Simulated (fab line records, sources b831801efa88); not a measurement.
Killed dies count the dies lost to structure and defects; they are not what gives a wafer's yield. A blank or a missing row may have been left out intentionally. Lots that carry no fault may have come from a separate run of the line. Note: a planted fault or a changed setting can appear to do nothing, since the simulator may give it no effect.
Check of tool commonality ; flow gf180mcu ; Lots sampled 13, wafers sampled 39

WHY IT WAS OPENED
At GF_HV_LDD_TW_MEAS_38 the reading HV_LDD_3_TW is flagged on 2 of 13 lots. Wafers without a fault read 1438, standard deviation 8.
Rule: a lot is flagged in two cases, either no wafer of it has a number, or all its wafers with numbers fall more than 4 standard deviations from that mean. As for the other lots, they are considered sound.

lot;measured;on;HV_LDD_3_TW, wafer by wafer;flag
L516;day 12 06:53;filmMetro-01;1434 1439 1433;
L518;day 12 19:38;filmMetro-03;1451 1453 1444;
L521;day 13 22:44;filmMetro-04;1448 1450 1444;
L522;day 14 01:24;filmMetro-03;1448 1447 1444;
L524;day 14 15:46;filmMetro-01;1433 1437 1437;
L525;day 15 05:01;filmMetro-01;1428 1426 1427;
L527;day 15 15:01;filmMetro-01;1535 1539 1539;FLAGGED
L528;day 16 01:23;filmMetro-04;1433 1442 1446;
L533;day 17 14:55;filmMetro-01;1539 1542 1529;FLAGGED
L534;day 17 23:41;filmMetro-01;1435 1432 1423;
L535;day 18 06:13;filmMetro-01;1440 1438 1445;
L537;day 18 23:26;filmMetro-01;1432 1436 1444;
L538;day 19 07:43;filmMetro-04;1430 1439 1437;
Average over the flagged lots: 1537; offset from the usual +99, equal to +12 standard deviations.

WHICH TOOL EACH LOT WENT THROUGH
The record keeps 1 process step preceding the reading, out of 602 steps on the route. Read each cell as the tool, then ch plus the chambers that the sampled wafers visited, then the start.
lot;flag;GF_HV_LDD_IMPLANT_33
L516;;implanter-02 ch 0, day 12 06:13
L518;;implanter-02 ch 0, day 12 18:57
L521;;implanter-01 ch 0, day 13 22:03
L522;;implanter-04 ch 0, day 14 00:43
L524;;implanter-04 ch 0, day 14 15:04
L525;;implanter-01 ch 0, day 15 04:19
L527;FLAGGED;implanter-01 ch 0, day 15 14:01
L528;;implanter-02 ch 0, day 16 00:42
L533;FLAGGED;implanter-01 ch 0, day 17 13:39
L534;;implanter-01 ch 0, day 17 22:59
L535;;implanter-04 ch 0, day 18 05:31
L537;;implanter-04 ch 0, day 18 22:45
L538;;implanter-01 ch 0, day 19 07:01
What is done by these steps:
- GF_HV_LDD_IMPLANT_33
- GF_HV_LDD_TW_MEAS_38

FLAGGED OVER TOTAL, TOOL BY TOOL (the gauges that took the reading come last)
step;tool;lots run;flagged;share of the flagged lots;sound lots run after its first flagged lot
GF_HV_LDD_IMPLANT_33;implanter-01;6;2;all;2 (L534,L538)
GF_HV_LDD_IMPLANT_33;implanter-02;3;0;none;-
GF_HV_LDD_IMPLANT_33;implanter-04;4;0;none;-
GF_HV_LDD_TW_MEAS_38;filmMetro-01;8;2;all;3 (L534,L535,L537)
GF_HV_LDD_TW_MEAS_38;filmMetro-03;2;0;none;-
GF_HV_LDD_TW_MEAS_38;filmMetro-04;3;0;none;-

THE TABLE: WHAT IT ALLOWS
Every flagged lot went through 2 rows of the table: implanter-01 at GF_HV_LDD_IMPLANT_33 and filmMetro-01 at GF_HV_LDD_TW_MEAS_38.
- implanter-01 at GF_HV_LDD_IMPLANT_33 ran 6 lots, 2 of them flagged. Sound lots ran on it after the first flagged one (L534, L538), which a lasting fault on the whole tool wouldn't allow.
- filmMetro-01 at GF_HV_LDD_TW_MEAS_38 ran 8 lots, 2 of them flagged. Sound lots ran on it after the first flagged one (L534, L535, L537), which a lasting fault on the whole tool wouldn't allow.
No row of the table ran every flagged lot and no sound lot after the first.

WHAT HAD BEEN PUT IN BY THE SIMULATOR
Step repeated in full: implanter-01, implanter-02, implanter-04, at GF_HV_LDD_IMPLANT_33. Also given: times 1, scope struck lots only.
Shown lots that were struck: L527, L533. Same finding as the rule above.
